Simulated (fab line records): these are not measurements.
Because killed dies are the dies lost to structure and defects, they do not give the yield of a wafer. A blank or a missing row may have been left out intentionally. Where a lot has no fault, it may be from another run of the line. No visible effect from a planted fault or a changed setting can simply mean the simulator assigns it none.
Comparing a struck lot with a sound one | flow sky130 | 22 steps out of a route of 708
Sound: wafers L552.2, L552.5, L552.6. The struck wafers were L564.4, L564.5, L564.6. The cause comes at the end.
At each step with rows: each side's tool, then ch and its chambers, then its first start. Under that, the readings that differ: sound wafers | struck wafers | difference of the means | sigmas: that difference in standard deviations of wafers without a fault.
alike: readings whose means differ by less than 2 such deviations, and words and numbers that are the same on both sides. not compared: withheld readings, readings that some wafer has no value for, bounds like >300 that may hide the same value, and numbers for which the record gives no deviation and whose values overlap.
Wherever a step has rows on one side only, a row that says differs or no value, or a row with sigmas, the two part there. Non-overlapping numbers with no deviation appear without sigmas and do not part them. Lack of a reading on every wafer of one side parts them only where that side has two or more wafers.

first, 2 steps without rows for these wafers: SKY_RES_PROTECT_DEVELOP_06 (develop time 60 s); SKY_POLY_GATE_IMPLANT_02.
SKY_RES_PROTECT_STRIP_07: strips in O2/N2.
  sound on plasma_asher-02 ch 0,1, day 15 03:08; struck on plasma_asher-02 ch 0,1, day 19 08:53
  alike: drypump_motor_current_A, oes_product_au, strip_time_to_endpoint_s
  not compared: rf_hours_counter_h
SKY_RES_PROTECT_TW_MEAS_08:
  sound on film_metro-02, day 15 03:15; struck on film_metro-02, day 19 08:58
  alike: POLY_GATE_TW
then, 2 steps without rows for these wafers: SKY_RES_PROTECT_CLEAN_09 (cleans in SC1/SC2, time 150 s); SKY_POLY_GATE_CVD_03 (deposits Si3N4 from DCS/NH3, target thk 75 nm, time 1290 s).
SKY_POLY_GATE_THK_MEAS_04:
  sound on film_metro-03, day 15 05:12; struck on film_metro-02, day 19 10:26
  reading                   | sound          | struck         | difference | sigmas
  POLY_GATE_CVD_03_THK (nm) | 74.9 75.5 74.5 | 77.0 77.7 77.3 | +2.4       | +3
then, 5 steps without rows for these wafers: SKY_POLY_GATE_DEHYDRATE_05 (time 60 s); SKY_POLY_GATE_HMDS_06 (prime time 60 s); SKY_POLY_GATE_COAT_07 (resist thk 110 nm); SKY_POLY_GATE_COAT_08 (resist thk 450 nm); SKY_POLY_GATE_SOFTBAKE_09 (time 90 s).
SKY_POLY_GATE_EXPOSE_10: exposes mask P1M, target cd 150 nm.
  sound on krf_scanner-02 ch 0, day 15 19:28; struck on krf_scanner-01 ch 0, day 20 02:06
  reading              | sound             | struck            | difference | sigmas
  exposure_dose_mJ_cm2 | 28.02 28.03 28.01 | 26.89 26.89 26.80 | -1.16      | -37
  alike: mask
then, 2 steps without rows for these wafers: SKY_POLY_GATE_PEB_11; SKY_POLY_GATE_DEVELOP_12 (develop time 60 s).
SKY_POLY_GATE_CD_MEAS_13: the cd target is 150 nm.
  sound on cd_sem-02, day 16 09:50; struck on cd_sem-02, day 20 17:10
  reading    | sound             | struck            | difference | sigmas
  cd_nm (nm) | 150.2 150.5 150.5 | 105.5 145.4 147.8 | -17.5      | -12
  not compared: hold
SKY_POLY_GATE_OVL_MEAS_14:
  sound on overlay-02, day 16 09:56; struck on overlay-01, day 21 00:22
  reading | sound | struck                                                                     | difference                   | sigmas
  hold    | - - - | await_dispo/7.1h/release await_dispo/7.1h/release await_dispo/7.1h/release | no value on the sound wafers |
  alike: POLY_GATE_OVL
SKY_POLY_GATE_ETCH_15: etches BARC in N2/H2, stops on SiO2, time 118.5 s, target depth 110 nm.
  sound on rie_diel-03 ch 1,2, day 16 09:58; struck on rie_diel-03 ch 0,1,3, day 21 00:22
  alike: drypump_motor_current_A, oes_product_au, throttle_valve_pct
  not compared: rf_hours_counter_h, model.POLY_GATE.cd_nm
SKY_POLY_GATE_ETCH_16: etches Si3N4 in CH3F/O2, stops on poly-Si, time 147.5 s, target depth 75 nm.
  sound on rie_diel-03 ch 1,2, day 16 10:03; struck on rie_diel-03 ch 0,1,3, day 21 00:28
  alike: ch3f_flow_sccm, drypump_motor_current_A, oes_product_au, throttle_valve_pct
  not compared: rf_hours_counter_h
SKY_POLY_GATE_ETCH_17: etches poly-Si in HBr/Cl2, stops on SiO2, target depth 180 nm, time 70.5 s.
  sound on rie_si-02 ch 0,1, day 16 10:09; struck on rie_si-01 ch 1,2,3, day 21 00:35
  alike: drypump_motor_current_A, oes_product_au, throttle_valve_pct
  not compared: rf_hours_counter_h, model.POLY_GATE.cd_nm
SKY_POLY_GATE_STRIP_18: strips in O2/N2.
  sound on plasma_asher-01 ch 0,1, day 16 10:12; struck on plasma_asher-02 ch 0,1, day 21 00:38
  alike: drypump_motor_current_A, oes_product_au, strip_time_to_endpoint_s
  not compared: rf_hours_counter_h
-- record jumps: 28 days separate the struck wafers' starts on either side; left off in module POLY_GATE, taken up again in module PAD_OPEN, whose first shown step is the route's number 708 --
SKY_PAD_OPEN_PROBE_99:
  sound on prober-02, day 46 04:37; struck on prober-02, day 48 19:01
  reading | sound | struck                                            | difference                   | sigmas
  hold    | - - - | await_dispo/2.1h/release await_dispo/2.1h/release | no value on the sound wafers |
  alike: killed_at_M0_to_M3, killed_at_M4_up, killed_at_contacts, killed_at_front_end, killed_at_other, killed_dies, killed_open, killed_short

## WHERE THEY PART
Last at SKY_PAD_OPEN_PROBE_99 as far as this record goes, first at SKY_POLY_GATE_THK_MEAS_04.

WHY: whatever the simulator had introduced
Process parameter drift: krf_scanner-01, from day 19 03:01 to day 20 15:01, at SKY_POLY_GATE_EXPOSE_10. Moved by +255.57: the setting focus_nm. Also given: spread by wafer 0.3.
